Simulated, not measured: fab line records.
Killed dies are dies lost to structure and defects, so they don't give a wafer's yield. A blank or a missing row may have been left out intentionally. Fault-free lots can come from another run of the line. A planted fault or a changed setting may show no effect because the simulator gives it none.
fab line records	flow sky130
[record] lots = 6	wafers = 18	last_day = 50
route steps=708 shown SPACER@305 POLY_CUT@307
lots that met no fault: taken from a fault-free run of the same line
start_h: hours from the record's opening day to when the first of the lot's shown wafers began	wait_h: time in hours since the lot's previous step	" repeats the value in the row above	L1.1+2: a single row standing in for several wafers	- no value present, or no start provided	* or withheld: withheld	< > ~ a bound
route shown NAME@n: names a module that has steps shown in the file, with the first one's number in the route	usual: mean/standard deviation of fault-free wafers	same: alike in all rows	chamber/n: place in a boat	sites: readings site by site	_std_site: their standard deviation	_edge_site: the outer-site mean with the inner-site mean subtracted	radius_mm: for every site, how far away it sits from the centre of the wafer	mask NAME#n: copy n	behind: the most recent tool/chamber to have shaped the wafer	hold: why the lot was held/for how many hours/how that ended	device: the n, p or np transistor that did not switch	end of line: the route-end tests of the same wafers	step lacking rows: just its recipe	killed: count of dies lost to structure and defects at first sort (not the wafer's yield)	map: a wafer's dies, marking killed ones x, the rest . and places with no die _
set.NAME: the run value of the setting; set.NAME@STEP: its run value at that earlier step	model.NAME: the simulator's own value behind a step, which no gauge read
lots at selected steps of the route; one table per step, one row per wafer
services: the hour from which a tool's chamber was out of use, counted from the record's first day as start_h (under 0 if before that day), plus the number of hours and why
[[steps]]
[step SKY_SPACER_THK_MEAS_01]
[recipe] reads = Si3N4_of_SPACER_CVD_00
[usual] SPACER_CVD_00_THK = 43.1/0.46
lot.wafer	tool	chamber	start_h	wait_h	SPACER_CVD_00_THK[nm]
L881.3	film_metro-01	-	541.49	0.0	43.3
L881.5	"	-	"	"	43.3
L881.6	"	-	"	"	43.1
L889.1	film_metro-04	-	643.19	0.0	43.3
L889.3	"	-	"	"	43.1
L889.6	"	-	"	"	43.0
L893.2	film_metro-02	-	658.46	0.0	44.0
L893.4	"	-	"	"	44.0
L893.6	"	-	"	"	44.0
L895.3	film_metro-02	-	674.47	0.0	43.8
L895.4	"	-	"	"	43.9
L895.5	"	-	"	"	43.8
L897.1	film_metro-04	-	680.02	0.0	42.7
L897.2	"	-	"	"	42.6
L897.6	"	-	"	"	42.8
L900.1	film_metro-04	-	703.43	0.0	43.2
L900.2	"	-	"	"	43.4
L900.5	"	-	"	"	43.5
[step SKY_SPACER_ETCHBACK_02]
[recipe] chemistry = CH3F/O2	target = Si3N4	stop_on = SiO2	source_w = 400	bias_w = 80	pressure_mtorr = 25	ch3f_flow_sccm = 40	O2_flow_sccm = 30	time_s = 46.7	target_depth_a = 450
[usual] O2_flow_sccm = 30.00/0.084	drypump_motor_current_A = 5.9/0.39	oes_product_au = 0.855/0.0069	throttle_valve_pct = 10.564/0.0094
lot.wafer	tool	chamber	start_h	wait_h	O2_flow_sccm	drypump_motor_current_A	oes_product_au	rf_hours_counter_h	throttle_valve_pct
L881.3	rie_diel-04	1	541.56	0.1	29.82	5.6	0.862	-	10.568
L881.5	"	0	"	"	29.87	6.5	0.854	-	10.555
L881.6	"	1	"	"	29.92	5.6	0.862	-	10.568
L889.1	rie_diel-02	3	643.25	0.1	29.96	6.2	0.856	11	10.555
L889.3	"	1	"	"	30.13	6.2	0.850	4	10.559
L889.6	"	3	"	"	29.95	6.2	0.851	-	10.551
L893.2	rie_diel-04	2	658.51	0.0	30.16	5.3	0.869	4	10.570
L893.4	"	3	"	"	30.06	5.7	0.865	5	10.575
L893.6	"	1	"	"	30.23	5.6	0.862	-	10.559
L895.3	rie_diel-02	2	674.51	0.0	29.94	6.1	0.856	4	10.554
L895.4	"	0	"	"	30.07	5.3	0.857	43	10.552
L895.5	"	2	"	"	30.02	6.1	0.861	-	10.583
L897.1	rie_diel-02	1	680.08	0.1	30.01	6.2	0.860	4	10.557
L897.2	"	3	"	"	29.93	6.2	0.853	11	10.563
L897.6	"	3	"	"	29.88	6.2	0.843	-	10.569
L900.1	rie_diel-02	0	703.49	0.1	30.01	5.3	0.851	43	10.564
L900.2	"	3	"	"	30.00	6.1	0.858	12	10.567
L900.5	"	1	"	"	30.14	6.2	0.852	-	10.574
[step SKY_POLY_CUT_DEHYDRATE_00]
[recipe] temp_c = 200	time_s = 60
[step SKY_POLY_CUT_HMDS_01]
[recipe] prime_time_s = 60	prime_temp_c = 120
[step SKY_POLY_CUT_COAT_02]
[recipe] resist = BARC	temp_c = withheld	time_s = withheld	spin_rpm = 3000	resist_thk_nm = 60
[step SKY_POLY_CUT_COAT_03]
[recipe] resist = KrF-thick	spin_rpm = 3000	resist_thk_nm = 450
[step SKY_POLY_CUT_SOFTBAKE_04]
[recipe] temp_c = 100	time_s = 88.54	resist = KrF-thick
[step SKY_POLY_CUT_EXPOSE_05]
[recipe] mask_id = NPCM	na = 0.8	source_shape = annular	sigma_inner = 0.55	sigma_outer = 0.85	target_cd_nm = 270	dose_mj = 32
[step SKY_POLY_CUT_PEB_06]
[recipe] peb_temp_c = withheld	peb_time_s = withheld	resist = KrF-thick
[step SKY_POLY_CUT_DEVELOP_07]
[recipe] develop_time_s = 60	resist = KrF-thick	dev_temp_c = 21
[step SKY_POLY_CUT_CD_MEAS_08]
[recipe] target_cd_nm = 270
[usual] cd_nm = 269.9/1.3
lot.wafer	tool	chamber	start_h	wait_h	cd_nm
L881.3	cd_sem-02	-	571.78	-	272.3
L881.5	"	-	"	"	271.1
L881.6	"	-	"	"	270.1
L889.1	cd_sem-01	-	671.37	-	269.1
L889.3	"	-	"	"	269.3
L889.6	"	-	"	"	269.0
L893.2	cd_sem-01	-	686.75	-	270.0
L893.4	"	-	"	"	271.9
L893.6	"	-	"	"	271.7
L895.3	cd_sem-01	-	702.61	-	269.7
L895.4	"	-	"	"	269.0
L895.5	"	-	"	"	268.0
L897.1	cd_sem-01	-	708.79	-	271.7
L897.2	"	-	"	"	272.4
L897.6	"	-	"	"	271.1
L900.1	cd_sem-01	-	730.87	-	268.5
L900.2	"	-	"	"	268.6
L900.5	"	-	"	"	268.7
[step SKY_POLY_CUT_OVL_MEAS_09]
[usual] POLY_CUT_OVL = -1/4.3
lot.wafer	tool	chamber	start_h	wait_h	POLY_CUT_OVL[nm]
L881.3	overlay-01	-	571.88	0.1	-3
L881.5	"	-	"	"	3
L881.6	"	-	"	"	-4
L889.1	overlay-02	-	671.49	0.1	4
L889.3	"	-	"	"	1
L889.6	"	-	"	"	3
L893.2	overlay-02	-	686.86	0.1	-1
L893.4	"	-	"	"	0
L893.6	"	-	"	"	-2
L895.3	overlay-01	-	702.70	0.1	-3
L895.4	"	-	"	"	-6
L895.5	"	-	"	"	-4
L897.1	overlay-02	-	708.91	0.1	-2
L897.2	"	-	"	"	2
L897.6	"	-	"	"	-1
L900.1	overlay-02	-	730.99	0.1	3
L900.2	"	-	"	"	1
L900.5	"	-	"	"	-7
[step SKY_POLY_CUT_ETCH_10]
[recipe] chemistry = N2/H2	target = BARC	ion_energy_ev = 200	source_w = 500	bias_w = 100	pressure_mtorr = 30	n2_flow_sccm = 100	h2_flow_sccm = 200	stop_on = SiO2	time_s = 45.9	target_depth_a = 600
[usual] bias_w = 100.0/0.3	chamber_pressure_mTorr = 29.999/0.028	drypump_motor_current_A = 5.7/0.41	oes_product_au = 0.854/0.0049	throttle_valve_pct = 13.225/0.009
lot.wafer	tool	chamber	start_h	wait_h	bias_w	chamber_pressure_mTorr	drypump_motor_current_A	oes_product_au	rf_hours_counter_h	throttle_valve_pct	model.KrF-thick_of_POLY_CUT_COAT_03.thk_nm
L881.3	rie_diel-03	3	571.90	0.0	100.0	29.962	5.9	0.848	2	13.237	405.1
L881.5	"	1	"	"	100.1	29.991	5.1	0.860	-	13.232	405.8
L881.6	"	0	"	"	99.8	30.015	5.2	0.847	-	13.229	406.9
L889.1	rie_diel-03	2	671.52	0.0	-	-	-	-	-	-	435.8
L889.3	"	0	"	"	-	-	-	-	-	-	436.9
L889.6	"	3	"	"	-	-	-	-	-	-	437.6
L893.2	rie_diel-02	0	686.89	0.0	-	-	-	-	-	-	439.5
L893.4	"	3	"	"	-	-	-	-	-	-	439.5
L893.6	"	1	"	"	-	-	-	-	-	-	439.4
L895.3	rie_diel-04	0	702.72	0.0	99.8	29.989	6.5	0.844	15	13.217	406.2
L895.4	"	2	"	"	100.0	29.995	5.4	0.846	4	13.218	407.8
L895.5	"	1	"	"	99.3	29.993	5.6	0.854	-	13.221	407.2
L897.1	rie_diel-04	1	708.95	0.0	100.2	30.036	5.6	0.847	3	13.210	410
L897.2	"	2	"	"	100.1	30.005	5.4	0.860	5	13.219	408.9
L897.6	"	2	"	"	100.4	29.973	5.3	0.854	-	13.227	409.3
L900.1	rie_diel-04	3	731.02	0.0	100.4	30.035	5.7	0.850	6	13.212	410.2
L900.2	"	2	"	"	100.0	30.072	5.3	0.853	5	13.214	410.3
L900.5	"	3	"	"	100.0	29.949	5.7	0.849	-	13.227	409.2
[step SKY_POLY_CUT_ETCH_11]
[recipe] target = Si3N4	chemistry = CF4/CH2F2/Ar	stop_on = poly-Si	source_w = 600	bias_w = 150	pressure_mtorr = 40	cf4_flow_sccm = 40	ch2f2_flow_sccm = 20	Ar_flow_sccm = 150	time_s = 42.5	target_depth_a = 600
[usual] bias_w = 150.1/0.45	cf4_flow_sccm = 40.00/0.12	drypump_motor_current_A = 5.7/0.41	oes_product_au = 0.823/0.0065	throttle_valve_pct = 14.995/0.0085
lot.wafer	tool	chamber	start_h	wait_h	bias_w	cf4_flow_sccm	drypump_motor_current_A	oes_product_au	rf_hours_counter_h	throttle_valve_pct
L881.3	rie_diel-03	3	571.94	0.0	149.8	39.96	5.8	0.831	2	14.990
L881.5	"	1	"	"	150.3	39.97	5.1	0.826	-	15.000
L881.6	"	0	"	"	150.2	39.98	5.2	0.823	-	14.989
L889.1	rie_diel-03	2	671.57	0.0	150.4	40.07	5.8	0.378	61	14.947
L889.3	"	0	"	"	149.5	40.05	5.2	0.379	3	14.956
L889.6	"	3	"	"	149.8	40.24	5.8	0.376	-	14.942
L893.2	rie_diel-02	0	686.93	0.0	149.9	39.99	5.3	0.379	43	14.949
L893.4	"	3	"	"	150.9	39.92	6.2	0.366	12	14.942
L893.6	"	1	"	"	149.8	40.07	6.2	0.370	-	14.972
L895.3	rie_diel-04	0	702.77	0.0	150.8	40.11	6.5	0.825	15	14.994
L895.4	"	2	"	"	150.7	39.85	5.4	0.825	4	14.998
L895.5	"	1	"	"	150.0	40.12	5.6	0.824	-	14.993
L897.1	rie_diel-04	1	708.99	0.0	149.8	40.19	5.6	0.827	3	14.988
L897.2	"	2	"	"	150.1	40.06	5.3	0.826	5	14.984
L897.6	"	2	"	"	150.2	40.10	5.3	0.822	-	14.987
L900.1	rie_diel-04	3	731.07	0.0	150.4	40.10	5.7	0.824	6	14.991
L900.2	"	2	"	"	150.6	39.98	5.3	0.818	5	15.000
L900.5	"	3	"	"	150.5	40.13	5.6	0.828	-	14.988
[step SKY_POLY_CUT_STRIP_12]
[recipe] chemistry = O2/N2	power_w = 1400	pressure_mtorr = 1500	platen_temp_c = withheld	o2_flow_sccm = 3000	n2_flow_sccm = 300	overash_fraction = 0.5
[usual] drypump_motor_current_A = 5.7/0.47	oes_product_au = 0.452/0.0047	strip_time_to_endpoint_s = 5.356/0.02
[same] overash_fraction = 0.5
lot.wafer	tool	chamber	start_h	wait_h	drypump_motor_current_A	oes_product_au	rf_hours_counter_h	strip_time_to_endpoint_s
L881.3	plasma_asher-03	0	572.02	0.1	5.3	0.448	-	5.307
L881.5	"	0	"	"	5.2	0.452	-	5.343
L881.6	"	1	"	"	6.2	0.450	-	5.358
L889.1	plasma_asher-02	0	671.61	0.0	6.1	0.453	85	5.622
L889.3	"	0	"	"	6.1	0.463	-	5.643
L889.6	"	1	"	"	5.2	0.462	-	5.648
L893.2	plasma_asher-03	1	686.97	0.0	6.2	0.460	25	5.659
L893.4	"	0	"	"	5.2	0.468	-	5.663
L893.6	"	1	"	"	6.3	0.465	-	5.667
L895.3	plasma_asher-02	0	702.84	0.1	6.1	0.451	-	5.336
L895.4	"	1	"	"	5.2	0.451	-	5.375
L895.5	"	1	"	"	5.2	0.448	-	5.354
L897.1	plasma_asher-03	0	709.03	0.0	5.3	0.455	27	5.376
L897.2	"	1	"	"	6.2	0.451	27	5.379
L897.6	"	1	"	"	6.2	0.444	-	5.364
L900.1	plasma_asher-03	1	731.11	0.0	6.2	0.453	29	5.375
L900.2	"	0	"	"	5.2	0.447	29	5.371
L900.5	"	0	"	"	5.3	0.449	-	5.358
[[services]]
tool	chamber	start_h	hours	kind
rie_diel-04	2	532.93	14.4	repair
rie_diel-03	0	538.61	-	clean
rie_diel-03	0	538.61	17.1	scheduled_down
rie_diel-03	0	538.61	17.1	vent_cycle
rie_diel-04	-	547.54	28.1	pm
rie_diel-03	3	553.16	11.7	repair
rie_diel-03	0	558.79	4.5	repair
rie_diel-04	-	601.25	1.7	repair
rie_diel-03	-	616.52	0.4	repair
rie_diel-02	0	640.66	4.0	repair
rie_diel-03	2	674.47	-	clean
rie_diel-03	2	674.47	20.2	scheduled_down
rie_diel-03	2	674.47	20.2	vent_cycle
rie_diel-03	2	701.85	4.1	repair
rie_diel-02	-	706.38	3.3	repair
rie_diel-03	0	722.30	9.9	repair
rie_diel-02	0	729.74	1.8	repair
plasma_asher-02	-	730.23	6.6	repair
[[key]]
[first_sign] step = SKY_POLY_CUT_ETCH_10	reading = tool_record	direction = missing
[effect] step = SKY_POLY_CUT_ETCH_11	reading = oes_product_au	direction = down	sigmas = 69	usual = 0.823	struck = 0.374
[effect] step = SKY_POLY_CUT_STRIP_12	reading = strip_time_to_endpoint_s	direction = up	sigmas = 15	usual = *	struck = *
[model_effect] step = SKY_POLY_CUT_ETCH_10	value = KrF-thick_of_POLY_CUT_COAT_03.thk_nm	without = 410	struck = 438.1
met_at SKY_POLY_CUT_ETCH_10
struck_wafers L889.1,L889.3,L889.6,L893.2,L893.4,L893.6
later_rows_left_out L889.1,L889.3,L889.6,L893.2,L893.4,L893.6
sort_left_out L889.1,L889.3,L889.6,L893.2,L893.4,L893.6
tester_left_out L889,L893
onset_between 571.90 671.52
[fault] kind = skipped_step_whole	tool = rie_diel-02,rie_diel-03	chamber = -	onset_h = 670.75	steps = SKY_POLY_CUT_ETCH_10	scope = struck_lots_only
// tester_left_out: of these lots the tester's yield and bins aren't shown, on N5 and GAA mostly nor the transistor test; their killed dies are dies lost to structure and defects alone, not to doping, threshold or leakage, so they don't give the yield
// sort_left_out: the simulated sort isn't trusted on such a fault, so these wafers' sort isn't shown, and their yield isn't known
// later_rows_left_out: the simulator's readings of these wafers behind a module that went badly wrong aren't trusted and aren't shown, but for the sort
